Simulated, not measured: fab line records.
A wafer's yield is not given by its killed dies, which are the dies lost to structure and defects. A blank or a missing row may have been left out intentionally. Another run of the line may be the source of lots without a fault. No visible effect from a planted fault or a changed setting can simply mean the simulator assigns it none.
Matching of chambers    flow gf180mcu    4 sister chambers for GF_CONTACT_CMP_04 on cmp-02
The step polishes SiO2. 16 wafers are shown with their chamber, then 8 later ones without.

## WAFERS, EACH WITH ITS CHAMBER
wafer   chamber  motorCurrentA (A)  timeToEndpointS (s)
L260.3  2        9.4                110
L260.4  1        13.1               123
L260.6  0        12.9               119
L265.2  1        12.4               114
L265.3  2        9.3                111
L265.5  2        9.7                120
L266.2  2        9.8                113
L266.3  3        14.8               108
L266.4  0        13.2               112
L268.1  3        14.8               121
L268.5  3        14.4               119
L268.6  2        9.4                121
L267.1  0        12.9               117
L267.2  3        14.8               124
L267.6  3        14.1               126
L270.1  1        11.9               109

SIGNATURES (means of the wafers above)
reading          chamber 0  chamber 1  chamber 2  chamber 3  scatter within a chamber
motorCurrentA    13.000     12.467     9.520      14.580     0.339
timeToEndpointS  116.00     115.33     115.00     119.60     5.99
Rule: for a wafer and a chamber, the distance is found by dividing, reading by reading, the gap between the wafer's reading and the chamber's mean by the reading's scatter, squaring, summing and taking the root. If the next closest chamber is less than 2 further off than the closest, the wafer can't be placed; otherwise it belongs to the closest. The scatter: take each reading less its chamber's mean, square it, sum over the shown wafers, divide by the number of wafers less the number of chambers, and take the root.

## WAFERS MISSING THEIR CHAMBER
wafer   motorCurrentA (A)  timeToEndpointS (s)
L270.3  14.6               122
L270.6  9.4                114
L276.1  13.2               118
L276.4  14.6               133
L276.6  13.5               122
L278.3  13.0               117
L278.4  9.8                126
L278.5  14.3               131

## WHICH CHAMBER EACH ONE RAN IN
wafer   from the rows above           in truth
L270.3  3                             3
L270.6  2                             2
L276.1  can't be placed: 0 or 1       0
L276.4  3                             3
L276.6  can't be placed: 0 or 3 or 1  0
L278.3  can't be placed: 0 or 1       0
L278.4  2                             2
L278.5  3                             3
Correctly placed: 5 of 8. These rows do not allow placing 3 (true chamber among the candidates in 3). Placed wrongly: 0.
